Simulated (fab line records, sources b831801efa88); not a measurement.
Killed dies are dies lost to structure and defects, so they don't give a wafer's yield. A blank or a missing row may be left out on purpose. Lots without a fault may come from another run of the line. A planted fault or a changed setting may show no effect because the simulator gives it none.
Which tool did it? | flow gf180mcu | 12 lots, 36 wafers sampled, at 7 steps of a route of 602

WHAT THE GAUGES READ, wafer by wafer
GF_HV_LDD_CD_MEAS_46: target cd 400 nm. Usual: cd_nm 400.3 nm, standard deviation 2.2.
lot  | measured     | on        | cd_nm (nm)        | flag
L961 | day 12 11:59 | cd_sem-02 | 399.1 397.4 401.9 |
L962 | day 13 02:56 | cd_sem-01 | 401.9 401.2 400.2 |
L963 | day 13 14:09 | cd_sem-01 | 400.9 402.2 401.3 |
L964 | day 13 18:47 | cd_sem-02 | 400.6 402.6 402.0 |
L965 | day 14 05:05 | cd_sem-02 | 401.7 401.2 399.9 |
L966 | day 14 12:31 | cd_sem-01 | 399.5 399.5 397.6 |
L967 | day 15 00:14 | cd_sem-02 | 399.8 401.1 402.7 |
L968 | day 15 00:55 | cd_sem-02 | 398.2 398.0 397.7 |
L971 | day 16 00:29 | cd_sem-02 | 400.1 403.5 399.5 |
L972 | day 16 10:31 | cd_sem-02 | 403.5 403.4 402.7 |
L973 | day 16 18:44 | cd_sem-01 | 403.7 403.1 402.2 |
L974 | day 16 23:40 | cd_sem-02 | 403.3 401.8 402.3 |

GF_PSD_TW_MEAS_11. Usual: PSD_TW 3181, standard deviation 36.
lot  | measured     | on            | PSD_TW                        | flag
L961 | day 14 08:52 | film_metro-03 | 3187 3174 3167                |
L962 | day 15 00:26 | film_metro-03 | 3149 3165 3172                |
L963 | day 15 11:49 | film_metro-04 | 3209 3210 3234                |
L964 | day 15 17:07 | film_metro-01 | 3096 3118 3110                |
L965 | day 16 04:07 | film_metro-03 | 3167 3165 3183                |
L966 | day 16 11:35 | film_metro-04 | 3215 3210 3234                |
L967 | day 17 01:55 | film_metro-04 | 3220 3229 3230                |
L968 | day 17 02:11 | film_metro-03 | 3182 3170 3167                |
L971 | day 18 01:45 | film_metro-01 | 2162 2140 2143 2156 2164 2153 | OFF
L972 | day 18 12:19 | film_metro-04 | 2175 2179 2182 2187 2177 2178 | OFF
L973 | day 18 21:06 | film_metro-04 | 2198 2179 2207 2189 2188 2181 | OFF
L974 | day 19 03:10 | film_metro-04 | 2182 2179 2188 2188 2179 2188 | OFF

GF_PSD_RS_MEAS_15: measures by four-point-probe. Usual: PSD_RS 108.58 ohm/sq, standard deviation 0.29.
lot  | measured     | on            | PSD_RS (ohm/sq)                     | flag
L961 | day 14 09:11 | film_metro-04 | 108.39 108.21 108.32                |
L962 | day 15 00:47 | film_metro-01 | 108.90 108.92 108.70                |
L963 | day 15 12:08 | film_metro-04 | 108.36 108.25 108.45                |
L964 | day 15 17:26 | film_metro-03 | 108.73 108.41 108.87                |
L965 | day 16 04:28 | film_metro-03 | 109.19 108.99 108.97                |
L966 | day 16 11:54 | film_metro-01 | 108.79 108.49 108.78                |
L967 | day 17 02:14 | film_metro-01 | 108.92 109.33 108.85                |
L968 | day 17 02:31 | film_metro-03 | 108.86 108.32 108.45                |
L971 | day 18 08:14 | film_metro-04 | 78.50 78.65 78.80 78.48 78.85 78.67 | OFF
L972 | day 18 15:45 | film_metro-04 | 79.63 79.74 79.61 79.73 79.78 79.69 | OFF
L973 | day 18 23:57 | film_metro-03 | 78.67 78.89 78.53 78.65 78.61 78.83 | OFF
L974 | day 19 06:01 | film_metro-03 | 79.04 79.00 79.31 78.96 79.05 79.09 | OFF

GF_SAB_OVL_MEAS_10. Usual: SAB_OVL 0.2 nm, standard deviation 1.3.
lot  | measured     | on         | SAB_OVL (nm)   | flag
L961 | day 15 05:43 | overlay-02 | 1.8 0.4 0.1    |
L962 | day 15 22:30 | overlay-02 | -0.2 -1.8 -0.6 |
L963 | day 16 10:20 | overlay-02 | 1.0 -1.8 0.9   |
L964 | day 16 15:41 | overlay-01 | 0.8 0.3 2.1    |
L965 | day 17 03:25 | overlay-01 | -1.7 0.9 -0.1  |
L966 | day 17 10:48 | overlay-01 | -1.7 -1.1 -1.2 |
L967 | day 18 01:43 | overlay-01 | 2.0 2.5 2.8    |
L968 | day 18 02:01 | overlay-01 | 2.0 1.1 -0.8   |

WHICH TOOL RAN EACH LOT (tool, then ch and the chambers of the sampled wafers, then the start)
lot  | GF_NSD_STRIP_11                      | GF_PSD_IMPLANT_09               | GF_PSD_STRIP_10
L961 | plasma_asher-04 ch 1, day 13 11:39   | implanter-04 ch 0, day 14 08:37 | plasma_asher-03 ch 1, day 14 08:46
L962 | plasma_asher-04 ch 0,1, day 14 02:52 | implanter-01 ch 0, day 15 00:13 | plasma_asher-03 ch 0,1, day 15 00:21
L963 | plasma_asher-01 ch 0,1, day 14 14:47 | implanter-04 ch 0, day 15 11:34 | plasma_asher-04 ch 0,1, day 15 11:43
L964 | plasma_asher-04 ch 0,1, day 14 18:47 | implanter-04 ch 0, day 15 16:53 | plasma_asher-04 ch 0,1, day 15 17:00
L965 | plasma_asher-01 ch 0,1, day 15 06:23 | implanter-01 ch 0, day 16 03:54 | plasma_asher-03 ch 0,1, day 16 04:02
L966 | plasma_asher-01 ch 0,1, day 15 13:05 | implanter-02 ch 0, day 16 11:21 | plasma_asher-04 ch 0,1, day 16 11:28
L967 | plasma_asher-02 ch 0,1, day 16 03:12 | implanter-02 ch 0, day 17 01:40 | plasma_asher-03 ch 0,1, day 17 01:49
L968 | plasma_asher-04 ch 0,1, day 16 03:30 | implanter-01 ch 0, day 17 01:58 | plasma_asher-02 ch 0,1, day 17 02:05
L971 | plasma_asher-01 ch 0,1, day 17 02:11 | implanter-02 ch 0, day 18 01:30 | plasma_asher-03 ch 0,1, day 18 01:39
L972 | plasma_asher-01 ch 0, day 17 12:29   | implanter-04 ch 0, day 18 12:04 | plasma_asher-02 ch 0,1, day 18 12:13
L973 | plasma_asher-04 ch 0,1, day 17 20:58 | implanter-02 ch 0, day 18 20:53 | plasma_asher-04 ch 0,1, day 18 21:01
L974 | plasma_asher-01 ch 0,1, day 18 02:48 | implanter-04 ch 0, day 19 02:55 | plasma_asher-04 ch 1, day 19 03:04
- GF_NSD_STRIP_11: strips in O2/N2.
- GF_PSD_IMPLANT_09
- GF_PSD_STRIP_10: strips in O2/N2.

WHAT THE TOOLS THEMSELVES READ (means of the sampled wafers that have a number; where no wafer has one, the mark that the record gives instead)
GF_NSD_STRIP_11. Usual: drypump_motor_current_A 5.7 A, standard deviation 0.42; heater_power_w 323 W, standard deviation 20; oes_product_au 0.487 a.u., standard deviation 0.0043; strip_time_to_endpoint_s 22.98 s, standard deviation 0.043.
lot  | tool            | drypump_motor_current_A (A) | heater_power_w (W) | oes_product_au (a.u.) | strip_time_to_endpoint_s (s) | flag
L961 | plasma_asher-04 | 5.2                         | 304                | 0.487                 | 23.07                        |
L962 | plasma_asher-04 | 5.2                         | 307                | 0.486                 | 22.97                        |
L963 | plasma_asher-01 | 5.9                         | 323                | 0.489                 | 23.02                        |
L964 | plasma_asher-04 | 5.2                         | 305                | 0.487                 | 22.98                        |
L965 | plasma_asher-01 | 5.9                         | 324                | 0.486                 | 22.92                        |
L966 | plasma_asher-01 | 5.7                         | 334                | 0.488                 | 22.97                        |
L967 | plasma_asher-02 | 6.2                         | 336                | 0.487                 | 23.05                        |
L968 | plasma_asher-04 | 5.2                         | 307                | 0.487                 | 22.99                        |
L971 | plasma_asher-01 | 5.9                         | 322                | 0.489                 | 23.01                        |
L972 | plasma_asher-01 | 5.5                         | 350                | 0.484                 | 22.95                        |
L973 | plasma_asher-04 | 5.2                         | 303                | 0.489                 | 22.92                        |
L974 | plasma_asher-01 | 5.7                         | 334                | 0.487                 | 22.98                        |

GF_PSD_STRIP_10. Usual: drypump_motor_current_A 5.7 A, standard deviation 0.42; heater_power_w 326 W, standard deviation 23; oes_product_au 0.592 a.u., standard deviation 0.0044; strip_time_to_endpoint_s 16.54 s, standard deviation 0.047.
lot  | tool            | drypump_motor_current_A (A) | heater_power_w (W) | oes_product_au (a.u.) | strip_time_to_endpoint_s (s) | flag
L961 | plasma_asher-03 | 5.5                         | 362                | 0.591                 | 16.49                        |
L962 | plasma_asher-03 | 5.7                         | 350                | 0.594                 | 16.50                        |
L963 | plasma_asher-04 | 5.2                         | 308                | 0.589                 | 16.57                        |
L964 | plasma_asher-04 | 5.2                         | 303                | 0.594                 | 16.55                        |
L965 | plasma_asher-03 | 5.7                         | 348                | 0.594                 | 16.58                        |
L966 | plasma_asher-04 | 5.2                         | 303                | 0.590                 | 16.63                        |
L967 | plasma_asher-03 | 5.9                         | 337                | 0.594                 | 16.54                        |
L968 | plasma_asher-02 | 6.2                         | 334                | 0.590                 | 16.51                        |
L971 | plasma_asher-03 | 5.7                         | 349                | 0.633                 | 14.87                        | OFF
L972 | plasma_asher-02 | 6.0                         | 318                | 0.630                 | 14.70                        | OFF
L973 | plasma_asher-04 | 5.2                         | 303                | 0.633                 | 14.83                        | OFF
L974 | plasma_asher-04 | 5.2                         | 305                | 0.632                 | 14.85                        | OFF

THE ANSWER, worked out from the rows above alone
Rule: a lot is off if the mean of its wafers that have a number lies more than 3 standard deviations from the usual mean. A lot without any number at a reading at which 4 lots or more have one is off too. The other lots that the step has rows for count as sound. The gauges are gone through in route order, then the tools' own readings, and for those a lot's mean is taken as printed above. The first step at which some lot is off is used, and at that step the reading that is off furthest; a lot without a number counts as furthest.
Off: L971, L972, L973, L974, at GF_PSD_TW_MEAS_11 (PSD_TW).
A tool fits if, at a process step before that reading, it ran every lot that is off, and no sound lot after the first of them. The gauges at GF_PSD_TW_MEAS_11 aren't tried: what is off there is off at GF_PSD_STRIP_10 too, on other tools, and a gauge's error can't cause that. None of those tried fits.

WHAT THE SIMULATOR HAD PUT IN
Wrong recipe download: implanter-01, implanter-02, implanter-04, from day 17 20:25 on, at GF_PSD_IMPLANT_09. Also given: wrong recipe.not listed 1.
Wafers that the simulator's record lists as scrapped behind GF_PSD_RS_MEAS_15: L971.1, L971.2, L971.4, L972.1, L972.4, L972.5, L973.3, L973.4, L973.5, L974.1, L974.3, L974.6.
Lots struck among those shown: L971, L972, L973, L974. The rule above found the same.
